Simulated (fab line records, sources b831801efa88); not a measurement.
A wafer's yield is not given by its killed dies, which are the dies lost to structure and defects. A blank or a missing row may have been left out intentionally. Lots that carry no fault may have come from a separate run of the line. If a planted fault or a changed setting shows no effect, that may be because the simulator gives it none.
The tool behind it: which one?    flow gf180mcu    Sampling: 13 lots, 39 wafers, 3 of 602 route steps

== WHAT THE GAUGES READ, wafer by wafer ==
GF_V5_CD_MEAS_14: the cd target is 260 nm.
lot   measured      on         cd_nm (nm)
L161  day 27 15:03  cd_sem-01  263.2 262.4 262.0
L162  day 27 18:49  cd_sem-02  259.1 259.2 258.9
L163  day 28 01:14  cd_sem-02  259.3 260.3 259.0
L164  day 28 08:14  cd_sem-01  259.8 261.0 260.5
L167  day 28 23:49  cd_sem-02  260.3 260.3 260.2
L166  day 29 00:44  cd_sem-02  261.7 261.3 262.8
L172  day 30 11:20  cd_sem-01  259.2 259.2 260.8
L173  day 30 18:23  cd_sem-02  259.7 259.5 258.8
L174  day 31 05:05  cd_sem-01  258.7 258.6 259.8
L175  day 31 09:44  cd_sem-01  260.2 261.2 260.1
L179  day 32 09:44  cd_sem-01  259.8 259.2 260.4
L181  day 32 23:39  cd_sem-01  260.8 261.0 260.4
L183  day 33 09:49  cd_sem-01  260.7 260.6 260.8

GF_V5_THK_MEAS_25: measures by xrf.
lot   measured      on             V5_W_THK (nm)
L161  day 27 16:14  film_metro-01  349 357 356
L162  day 27 19:59  film_metro-03  359 357 358
L163  day 28 02:23  film_metro-03  359 362 367
L164  day 28 09:25  film_metro-02  353 355 353
L167  day 29 01:03  film_metro-02  352 353 352
L166  day 29 02:19  film_metro-02  361 358 364
L172  day 30 12:30  film_metro-02  354 351 357
L173  day 30 20:02  film_metro-02  351 352 354
L174  day 31 06:23  film_metro-01  353 355 352
L175  day 31 10:56  film_metro-01  357 347 352
L179  day 32 10:53  film_metro-01  339 344 344
L181  day 33 00:51  film_metro-02  356 356 352
L183  day 33 10:59  film_metro-03  357 351 355

== WHAT TOOL EACH LOT RAN ON (gives the tool, then ch and the chambers of the sampled wafers, and finally the start) ==
lot   GF_V3_SPUTTER_22
L161  pvd_sputter-01, day 22 20:10
L162  pvd_sputter-04, day 23 03:13
L163  pvd_sputter-04, day 23 09:22
L164  pvd_sputter-04, day 23 17:36
L167  pvd_sputter-02, day 24 12:07
L166  pvd_sputter-01, day 24 12:52
L172  pvd_sputter-01, day 26 03:38
L173  pvd_sputter-01, day 26 13:10
L174  pvd_sputter-01, day 27 01:07
L175  pvd_sputter-04, day 27 04:59
L179  pvd_sputter-02, day 28 08:39
L181  pvd_sputter-04, day 29 00:58
L183  pvd_sputter-04, day 29 13:03
- GF_V3_SPUTTER_22: material TiN, target thk 10 nm, time 40 s.

== WHAT THE TOOLS THEMSELVES READ (means of the sampled wafers that have a number; where no wafer has one, the mark that the record gives instead) ==
GF_V3_SPUTTER_22.
lot   tool            cathode_dc_power_W (W)  throttle_valve_pct (%)
L161  pvd_sputter-01  4000.3                  29.9
L162  pvd_sputter-04  4000.4                  30.5
L163  pvd_sputter-04  3999.7                  30.1
L164  pvd_sputter-04  3999.8                  30.4
L167  pvd_sputter-02  4000.4                  30.2
L166  pvd_sputter-01  4000.0                  29.9
L172  pvd_sputter-01  4000.1                  30.0
L173  pvd_sputter-01  3999.4                  29.9
L174  pvd_sputter-01  4000.7                  30.1
L175  pvd_sputter-04  3999.7                  30.1
L179  pvd_sputter-02  3999.9                  30.8
L181  pvd_sputter-04  3999.9                  31.0
L183  pvd_sputter-04  3998.9                  31.1

== THE ANSWER, worked out from the rows above alone ==
Rule: the lots themselves supply what counts as usual. Put in order of their means at a reading, lots are off if they are a third of the lots or fewer, leave a main group of 4 or more, and stand apart from it by a gap of 3 or more times the standard deviation of the main group's means; of several such gaps the widest counts. Not used: any main group whose means are identical at the precision the tables above print for the reading. Also off: a lot with no number at a reading for which 4 or more lots have one. The other lots that the step has rows for count as sound. First the gauges in route order, then the tools' own readings, where a lot's mean is used as printed above. At the first step where some lot is off, the reading lying furthest off is the one used; lots without a number count as furthest.
No lot is off at any reading shown: from this, nothing can be told.

== WHAT HAD BEEN PUT IN BY THE SIMULATOR ==
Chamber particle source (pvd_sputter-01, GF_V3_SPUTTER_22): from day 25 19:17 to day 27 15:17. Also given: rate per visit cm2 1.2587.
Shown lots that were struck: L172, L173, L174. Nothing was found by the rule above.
